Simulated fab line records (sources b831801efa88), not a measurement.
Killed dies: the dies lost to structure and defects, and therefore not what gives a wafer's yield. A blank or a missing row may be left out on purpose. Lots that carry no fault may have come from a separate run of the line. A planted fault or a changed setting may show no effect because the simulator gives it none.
Which of the tools did it? + flow gf180mcu + 7 lots with 20 wafers sampled at 4 steps, on a route of 602 steps

== WHAT THE GAUGES SHOWED, per wafer ==
GF_MIM_THK_MEAS_06.
| lot  | measured     | on            | MIM_CVD_05_THK (nm) |
|------|--------------|---------------|---------------------|
| L756 | day 25 05:37 | film_metro-04 | 42.1 42.3 42.0      |
| L757 | day 25 12:59 | film_metro-04 | 42.5 42.5           |
| L759 | day 26 21:04 | film_metro-01 | 41.4                |
| L769 | day 29 14:03 | film_metro-01 | 42.1 42.2 43.2      |
| L771 | day 30 03:28 | film_metro-01 | 41.5 41.9 42.5      |
| L773 | day 30 17:23 | film_metro-02 | 41.3 41.0 42.2      |
| L775 | day 31 09:55 | film_metro-02 | 41.5 40.9 42.6      |

== WHAT TOOL EACH LOT RAN ON (gives the tool, then ch and the chambers of the sampled wafers, and finally the start) ==
| lot  | GF_V4_CVD_02                    | GF_V4_CMP_26                  | GF_MIM_SPUTTER_04            |
|------|---------------------------------|-------------------------------|------------------------------|
| L756 | pecvd-02 ch 0,2, day 24 04:58   | cmp-01 ch 1,2,3, day 25 05:03 | pvd_sputter-03, day 25 05:32 |
| L757 | pecvd-02 ch 0,2, day 24 12:40   | cmp-01 ch 0,3, day 25 12:25   | pvd_sputter-03, day 25 12:53 |
| L759 | pecvd-01 ch 0,1, day 25 22:08   | cmp-01 ch 2,3, day 26 20:31   | pvd_sputter-02, day 26 20:59 |
| L769 | pecvd-02 ch 0,2, day 28 16:39   | cmp-02 ch 0,1,3, day 29 13:34 | pvd_sputter-02, day 29 13:56 |
| L771 | pecvd-01 ch 0,1,2, day 29 05:53 | cmp-01 ch 1,3, day 30 02:53   | pvd_sputter-01, day 30 03:22 |
| L773 | pecvd-02 ch 1,2, day 29 21:39   | cmp-02 ch 0,3, day 30 16:49   | pvd_sputter-02, day 30 17:17 |
| L775 | pecvd-04 ch 0,2, day 30 13:14   | cmp-01 ch 0,1,2, day 31 09:27 | pvd_sputter-03, day 31 09:50 |
- GF_V4_CVD_02: deposits SiO2 from TEOS, target thk 850 nm, time 94.851 s.
- GF_V4_CMP_26: polishes, stops on SiO2, t overpolish 15 s, target thk 0 nm.
- GF_MIM_SPUTTER_04: material TiN, target thk 50 nm, time 41.7 s.

== THE ANSWER, worked out from the rows above alone ==
Rule: usual is defined by the lots themselves. The widest of any qualifying gaps counts: lots, ordered by their means at a reading, are off when they make up no more than a third of the lots, leave a main group of 4 or more, and stand apart from it by 3 or more times the standard deviation of that group's means. A main group is skipped when, at the precision printed for the reading in the tables above, its means are all equal. A lot without any number at a reading at which 4 lots or more have one is off too. All remaining lots with rows at the step are treated as sound.
No lot is off at any reading shown: from this, nothing can be told.

== WHAT THE SIMULATOR HAD PUT IN ==
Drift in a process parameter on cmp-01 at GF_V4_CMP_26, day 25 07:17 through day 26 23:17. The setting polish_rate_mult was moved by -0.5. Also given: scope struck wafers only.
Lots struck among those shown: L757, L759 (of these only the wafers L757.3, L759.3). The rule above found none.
